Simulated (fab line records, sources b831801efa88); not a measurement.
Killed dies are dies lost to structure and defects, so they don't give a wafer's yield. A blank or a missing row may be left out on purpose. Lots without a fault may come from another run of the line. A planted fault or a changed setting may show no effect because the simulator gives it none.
A struck lot beside a sound one | flow gf180mcu | 13 steps out of a route of 602
Sound: wafers L961.4, L961.5, L961.6. Struck: wafers L955.2, L955.4, L955.6. The cause comes at the end.
At each step with rows: each side's tool, then ch and its chambers, then its first start. Under that, the readings that differ: sound wafers | struck wafers | difference of the means | sigmas: that difference in standard deviations of wafers without a fault.
alike: readings whose means differ by less than 2 such deviations, and words and numbers that are the same on both sides. not compared: withheld readings, readings that some wafer has no value for, bounds like >300 that may hide the same value, and numbers for which the record gives no deviation and whose values overlap.
The two part at a step that has a row with sigmas, a row that says differs or no value, or rows on one side only. Numbers that don't overlap but have no deviation are shown without sigmas and don't part them. A reading that every wafer of one side lacks parts them only if that side has two wafers or more.

first, 1 step without rows for these wafers: GF_VT_IMPLANT_IMPLANT_41.
GF_VT_IMPLANT_STRIP_42: strips in O2/N2.
  sound on plasma_asher-02 ch 0,1, day 11 23:11; struck on plasma_asher-02 ch 0,1, day 10 08:26
  alike: drypump_motor_current_A, heater_power_w, o2_flow_sccm, oes_product_au, strip_time_to_endpoint_s
  not compared: rf_hours_counter_h
GF_VT_IMPLANT_TW_MEAS_43:
  sound on film_metro-03, day 11 23:16; struck on film_metro-03, day 10 08:32
  alike: VT_IMPLANT_4_TW
then, 1 step without rows for these wafers: GF_VT_IMPLANT_CLEAN_44 (cleans in SC1/SC2, time 150 s).
GF_VT_IMPLANT_RTA_45: time 30 s.
  sound on rtp_anneal-02 ch 0, day 11 23:25; struck on rtp_anneal-01 ch 0, day 10 08:39
  alike: lamp_power_pct, wafer_temp_C_max
GF_VT_IMPLANT_RS_MEAS_46: measures by four-point-probe.
  sound on film_metro-02, day 11 23:31; struck on film_metro-01, day 10 08:46
  alike: MVSD_RS
GF_VT_IMPLANT_RS_MEAS_47: measures by four-point-probe.
  sound on film_metro-02, day 11 23:38; struck on film_metro-01, day 10 08:53
  alike: NWELL_RS
GF_VT_IMPLANT_RS_MEAS_48: measures by four-point-probe.
  sound on film_metro-02, day 11 23:46; struck on film_metro-01, day 10 09:00
  alike: LVPWELL_RS
GF_VT_IMPLANT_RS_MEAS_49: measures by four-point-probe.
  sound on film_metro-02, day 11 23:53; struck on film_metro-01, day 10 09:07
  alike: MVPSD_RS
then, 3 steps without rows for these wafers: GF_VT_IMPLANT_WET_ETCH_50 (etches SiO2 in dHF, target depth 20 nm, time 400 s); GF_DUAL_GATE_CLEAN_00 (cleans in SC1/SC2, time 150 s); GF_DUAL_GATE_CLEAN_01 (cleans in dHF, time 20 s).
GF_DUAL_GATE_OXIDATION_02: stabilise 600 s, purge 300 s, target thk 10.887 nm.
  sound on furnace-01 ch 0, day 12 00:08; struck on furnace-02, day 10 10:06
  no value came back on the struck wafers for ox_temp_c (C), ox_temp_c_max, tube_center_temp_C (C), tube_center_temp_C_max; on the sound wafers ox_temp_c (C) reads 899.8 899.8 899.6

WHERE THEY PART
Only at GF_DUAL_GATE_OXIDATION_02, within this record.

WHY: what the simulator had put in
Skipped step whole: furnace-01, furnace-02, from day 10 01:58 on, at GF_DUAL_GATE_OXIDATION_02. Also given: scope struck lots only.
